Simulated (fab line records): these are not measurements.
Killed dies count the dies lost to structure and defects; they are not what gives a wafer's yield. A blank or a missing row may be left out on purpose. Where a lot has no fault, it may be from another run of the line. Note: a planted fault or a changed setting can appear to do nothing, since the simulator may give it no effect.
Which tool was responsible?    flow sky130    Sampling: 12 lots, 36 wafers, 5 of 708 route steps

## WHAT THE GAUGES READ, wafer by wafer
Not one reading of a measure or inspect step in the record can be checked against a usual standard deviation.

## TOOL THAT RAN EACH LOT (tool first, then ch and the chambers of the sampled wafers, then the start)
lot   SKY_METAL2_SPUTTER_03         SKY_CAPM_SPUTTER_02           SKY_VIA3_CMP_24                SKY_METAL4_STRIP_19                   SKY_PAD_OPEN_PROBE_99
L506  pvd_sputter-03, day 34 16:58  pvd_sputter-03, day 36 23:29  cmp-02 ch 0,1,3, day 40 04:50  plasma_asher-03 ch 1, day 42 06:50    -
L507  pvd_sputter-01, day 35 11:16  pvd_sputter-02, day 37 18:35  cmp-01 ch 0,1,2, day 40 23:31  plasma_asher-01 ch 0,1, day 42 23:25  prober-02, day 46 20:49
L509  pvd_sputter-03, day 35 15:31  pvd_sputter-01, day 37 22:50  cmp-02 ch 0,2,3, day 41 02:54  plasma_asher-03 ch 0,1, day 43 04:20  -
L510  pvd_sputter-04, day 35 18:26  pvd_sputter-01, day 38 01:44  cmp-02 ch 0,1,3, day 41 06:22  plasma_asher-03 ch 0,1, day 43 06:53  -
L515  pvd_sputter-03, day 37 03:09  pvd_sputter-03, day 39 06:52  cmp-02 ch 0,2, day 42 11:22    plasma_asher-03 ch 0,1, day 44 10:27  prober-01, day 48 04:23
L516  pvd_sputter-03, day 37 06:53  pvd_sputter-02, day 39 11:23  cmp-01 ch 0,3, day 42 17:25    plasma_asher-03 ch 0,1, day 44 17:23  prober-02, day 48 11:07
L521  pvd_sputter-01, day 38 15:10  pvd_sputter-03, day 40 19:26  cmp-02 ch 1,2,3, day 43 21:56  plasma_asher-01 ch 0,1, day 45 19:20  prober-02, day 49 08:05
L524  pvd_sputter-04, day 39 17:24  pvd_sputter-01, day 41 21:01  cmp-02 ch 0,2,3, day 44 21:05  plasma_asher-04 ch 0,1, day 46 17:32  -
L522  pvd_sputter-03, day 39 19:30  pvd_sputter-01, day 42 00:29  cmp-01 ch 0,1,2, day 45 00:55  plasma_asher-01 ch 0,1, day 46 21:35  prober-01, day 50 04:49
L525  pvd_sputter-03, day 39 23:33  pvd_sputter-02, day 42 03:11  cmp-01 ch 0,2,3, day 45 03:25  plasma_asher-01 ch 0,1, day 47 00:12  prober-01, day 50 07:19
L526  pvd_sputter-04, day 40 07:40  pvd_sputter-03, day 42 12:04  cmp-01 ch 0,3, day 45 11:37    plasma_asher-04 ch 0,1, day 47 07:57  prober-01, day 50 14:32
L529  pvd_sputter-01, day 40 16:52  pvd_sputter-01, day 42 20:06  cmp-01 ch 0,1,3, day 45 19:46  plasma_asher-03 ch 0,1, day 47 15:02  -
- SKY_METAL2_SPUTTER_03: material Ti, target thk 5 nm, time 3.3 s.
- SKY_CAPM_SPUTTER_02: material TiN, target thk 200 nm, time 172 s.
- SKY_VIA3_CMP_24: polishes, stops on SiO2, t overpolish 20 s, target thk 0 nm.
- SKY_METAL4_STRIP_19: strips in O2/N2.
- SKY_PAD_OPEN_PROBE_99

## WHAT THE TOOLS THEMSELVES READ (means of the sampled wafers that have a number; where no wafer has one, the mark that the record gives instead)
SKY_METAL2_SPUTTER_03. Usual: chamber_pressure_pa 0.4000 Pa, standard deviation 0.00075; throttle_valve_pct 30.5 %, standard deviation 0.73.
lot   tool            chamber_pressure_pa (Pa)  throttle_valve_pct (%)  flag
L506  pvd_sputter-03  0.4004                    30.1                    
L507  pvd_sputter-01  0.4000                    30.8                    
L509  pvd_sputter-03  0.4001                    30.1                    
L510  pvd_sputter-04  0.4002                    31.2                    
L515  pvd_sputter-03  0.4000                    30.5                    
L516  pvd_sputter-03  0.4004                    30.3                    
L521  pvd_sputter-01  0.4000                    30.2                    
L524  pvd_sputter-04  0.4001                    29.8                    
L522  pvd_sputter-03  0.4003                    30.8                    
L525  pvd_sputter-03  0.4001                    30.1                    
L526  pvd_sputter-04  0.3997                    30.8                    
L529  pvd_sputter-01  0.4006                    29.7                    

SKY_CAPM_SPUTTER_02. Usual: chamber_pressure_pa 0.3999 Pa, standard deviation 0.0008; throttle_valve_pct 30.2 %, standard deviation 1.1.
lot   tool            chamber_pressure_pa (Pa)  throttle_valve_pct (%)  flag
L506  pvd_sputter-03  0.3998                    30.2                    
L507  pvd_sputter-02  0.4000                    29.7                    
L509  pvd_sputter-01  0.4000                    31.3                    
L510  pvd_sputter-01  0.3995                    29.8                    
L515  pvd_sputter-03  0.4002                    30.2                    
L516  pvd_sputter-02  0.3997                    30.0                    
L521  pvd_sputter-03  0.4002                    30.5                    
L524  pvd_sputter-01  0.3995                    30.9                    
L522  pvd_sputter-01  0.4008                    31.2                    
L525  pvd_sputter-02  0.3994                    29.0                    
L526  pvd_sputter-03  0.4005                    30.3                    
L529  pvd_sputter-01  0.3994                    30.2                    

SKY_VIA3_CMP_24. Usual: motor_current_A 10.6 A, standard deviation 0.79; overpolish_run_s 19.999 s, standard deviation 0.0089; time_to_endpoint_s 95.0 s, standard deviation 3.
lot   tool    motor_current_A (A)  overpolish_run_s (s)  time_to_endpoint_s (s)  flag
L506  cmp-02  10.7                 20.001                95.1                    
L507  cmp-01  10.8                 19.998                93.7                    
L509  cmp-02  10.4                 19.994                98.1                    
L510  cmp-02  10.7                 20.006                96.6                    
L515  cmp-02  10.7                 20.006                96.0                    
L516  cmp-01  10.6                 20.002                101.0                   
L521  cmp-02  10.4                 19.992                93.6                    
L524  cmp-02  10.1                 19.996                94.8                    
L522  cmp-01  10.7                 19.999                97.0                    
L525  cmp-01  10.8                 20.001                95.9                    
L526  cmp-01  10.5                 20.000                95.3                    
L529  cmp-01  10.8                 20.006                96.9                    

SKY_METAL4_STRIP_19. Usual: drypump_motor_current_A 5.6 A, standard deviation 0.45; oes_product_au 0.503 a.u., standard deviation 0.0055; strip_time_to_endpoint_s 6.54 s, standard deviation 0.072.
lot   tool             drypump_motor_current_A (A)  oes_product_au (a.u.)  strip_time_to_endpoint_s (s)  flag
L506  plasma_asher-03  5.4                          0.501                  6.53                          
L507  plasma_asher-01  6.0                          0.503                  6.49                          
L509  plasma_asher-03  5.4                          0.494                  6.49                          
L510  plasma_asher-03  5.3                          0.503                  6.56                          
L515  plasma_asher-03  5.3                          0.501                  6.52                          
L516  plasma_asher-03  5.4                          0.501                  6.55                          
L521  plasma_asher-01  5.8                          0.502                  6.44                          
L524  plasma_asher-04  5.3                          0.503                  6.51                          
L522  plasma_asher-01  6.0                          0.509                  6.66                          
L525  plasma_asher-01  5.8                          0.503                  6.54                          
L526  plasma_asher-04  5.3                          0.499                  6.58                          
L529  plasma_asher-03  5.3                          0.499                  6.40                          

SKY_PAD_OPEN_PROBE_99. Usual: defect_limited_yield 82.6 %, standard deviation 1.9; killed_at_M0_to_M3 43, standard deviation 7.1; killed_at_M4_up 3.0, standard deviation 1.6; killed_at_contacts 24, standard deviation 5.3; killed_at_front_end 16, standard deviation 4.1; killed_at_other 0.5, standard deviation 0.82; killed_dies 86, standard deviation 9.4; killed_open 46, standard deviation 6.9; killed_short 39, standard deviation 6.5; sort_bin_3_pad_short 0.9 %, standard deviation 0.45; sort_bin_5_function 10.3 %, standard deviation 1.5; sort_bin_6_memory 6.2 %, standard deviation 1.1; sort_n_pass 406, standard deviation 9.4; sort_yield_pct 82.6 %, standard deviation 1.9.
lot   tool       defect_limited_yield (%)  killed_at_M0_to_M3  killed_at_M4_up  killed_at_contacts  killed_at_front_end  killed_at_other  killed_dies  killed_open  killed_short  sort_bin_3_pad_short (%)  sort_bin_5_function (%)  sort_bin_6_memory (%)  sort_n_pass  sort_yield_pct (%)  flag
L507  prober-02  84.1                      35                  4.0              23                  16                   0.3              78           39           39            1.1                       8.6                      6.1                    414          84.1                
L515  prober-01  81.7                      58                  2.0              19                  12                   0.0              90           45           35            1.3                       10.4                     6.6                    402          81.7                
L516  prober-02  81.0                      57                  2.7              16                  17                   0.0              93           51           33            0.8                       12.0                     6.2                    399          81.0                
L521  prober-02  81.9                      47                  3.3              22                  15                   0.7              89           49           40            0.5                       9.8                      7.7                    403          81.9                
L522  prober-01  82.2                      49                  3.3              23                  13                   0.3              88           46           40            1.0                       11.4                     5.4                    404          82.2                
L525  prober-01  81.3                      42                  5.3              27                  17                   1.7              92           47           45            0.7                       11.3                     6.7                    400          81.3                
L526  prober-01  83.8                      34                  2.7              27                  15                   0.3              79           45           34            0.7                       10.3                     5.1                    413          83.8                

## THE ANSWER, worked out from the rows above alone
Rule: lot off if the mean of its wafers having a number is beyond 3 standard deviations from the usual mean. Also off: a lot with no number at a reading for which 4 or more lots have one. The other lots that the step has rows for count as sound. First the gauges in route order, then the tools' own readings, where a lot's mean is used as printed above. At the first step where some lot is off, the reading lying furthest off is the one used; lots without a number count as furthest.
None of the lots is off at any reading shown; this tells nothing.

## WHAT THE SIMULATOR PUT IN
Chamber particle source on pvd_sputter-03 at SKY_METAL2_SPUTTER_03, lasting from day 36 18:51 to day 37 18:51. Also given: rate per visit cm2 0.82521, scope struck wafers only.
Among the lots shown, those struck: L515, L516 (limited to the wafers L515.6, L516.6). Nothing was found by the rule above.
